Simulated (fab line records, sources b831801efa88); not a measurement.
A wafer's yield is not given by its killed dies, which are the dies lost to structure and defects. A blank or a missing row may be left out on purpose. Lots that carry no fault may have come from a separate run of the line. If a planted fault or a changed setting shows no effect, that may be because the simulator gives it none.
A lot that was struck, set against a sound lot	flow sky130	14 steps out of a route of 708
Sound: wafers L859.1, L859.2, L859.6. Wafers L851.3, L851.4, L851.5 were the ones struck. The cause is given at the end.
For every step that has rows: the tool of each side, followed by ch and its chambers, followed by its first start. Under that, the readings that differ: sound wafers	struck wafers	difference of the means	sigmas: that difference in standard deviations of wafers without a fault.
alike: same words and numbers on both sides, and readings whose means sit less than 2 such deviations apart. not compared: any withheld reading, any reading some wafer has no value for, any bound like >300 that may hide the same value, and any number with overlapping values for which the record gives no deviation.
The two part at a step that has a row with sigmas, a row that says differs or no value, or rows on one side only. Numbers that don't overlap but have no deviation are shown without sigmas and don't part them. A reading that every wafer of one side lacks parts them only if that side has two wafers or more.

SKY_VIA3_OVL_MEAS_13:
  sound: overlay-02 at day 45 01:28; struck: overlay-02 at day 43 00:47
  alike: VIA3_OVL
SKY_VIA3_ETCH_14: etches BARC in N2/H2, stops on SiO2, time 45.9 s, target depth 60 nm.
  sound on rie_diel-02 ch 0,2,3, day 45 01:29; struck on rie_diel-02 ch 0,3, day 43 00:49
  alike: bias_w, drypump_motor_current_A, oes_product_au, throttle_valve_pct
  not compared: rf_hours_counter_h
then, 1 step without rows for these wafers: SKY_VIA3_ETCH_15 (etches SiO2 in C4F8/O2/Ar, stops on TiN, target depth 507 nm, time 78 s).
SKY_VIA3_STRIP_16: strips in O2/N2.
  sound on plasma_asher-04 ch 0,1, day 45 01:35; struck on plasma_asher-04 ch 0,1, day 43 00:57
  alike: drypump_motor_current_A, oes_product_au, strip_time_to_endpoint_s
  not compared: rf_hours_counter_h
then, 3 steps without rows for these wafers: SKY_VIA3_STRIP_17 (strips in post etch residue remover, time 1200 s); SKY_VIA3_CLEAN_18 (cleans in IPA, time 180 s); SKY_VIA3_CLEAN_19 (cleans in O3/DIW).
SKY_VIA3_SPUTTER_20: material TiN, target thk 20 nm, time 80 s.
  sound: pvd_sputter-02 at day 45 02:11; struck: pvd_sputter-02 at day 43 01:34
  alike: cathode_dc_power_W, chamber_pressure_pa, throttle_valve_pct
SKY_VIA3_CVD_21: deposits W, target thk 390 nm, time 117.31 s.
  sound on cvd_w-01 ch 0,1, day 45 02:15; struck on cvd_w-02 ch 0,1, day 43 01:40
  alike: heater_power_w
SKY_VIA3_RS_MEAS_22: uses a four-point probe to measure.
  sound: film_metro-02 at day 45 02:22; struck: film_metro-01 at day 43 01:48
  alike: VIA3_W_RS
SKY_VIA3_THK_MEAS_23: measures by xrf.
  sound: film_metro-02 at day 45 02:29; struck: film_metro-01 at day 43 01:54
  alike: VIA3_W_THK
SKY_VIA3_CMP_24: polishes, stops on SiO2, t overpolish 20 s, target thk 0 nm.
  sound on cmp-01 ch 0,1,3, day 45 02:39; struck on cmp-01 ch 0,1,2, day 43 01:59
  alike: motor_current_A, overpolish_run_s, slurry_flow_ml_min, time_to_endpoint_s
SKY_METAL4_SPUTTER_00: material Ti, target thk 15 nm, time 10 s.
  sound: pvd_sputter-01 at day 45 02:51; struck: pvd_sputter-03 at day 43 02:14
  no value came back on the struck wafers for cathode_dc_power_W (W), chamber_pressure_pa (Pa), throttle_valve_pct (%); on the sound wafers cathode_dc_power_W (W) reads 3000.3 2999.4 3000.8
then, 1 step without rows for these wafers: SKY_METAL4_SPUTTER_01 (material TiN, target thk 20 nm, time 16.7 s).

== WHERE THEY PART ==
Within this record, at SKY_METAL4_SPUTTER_00 only.

WHY: whatever the simulator had introduced
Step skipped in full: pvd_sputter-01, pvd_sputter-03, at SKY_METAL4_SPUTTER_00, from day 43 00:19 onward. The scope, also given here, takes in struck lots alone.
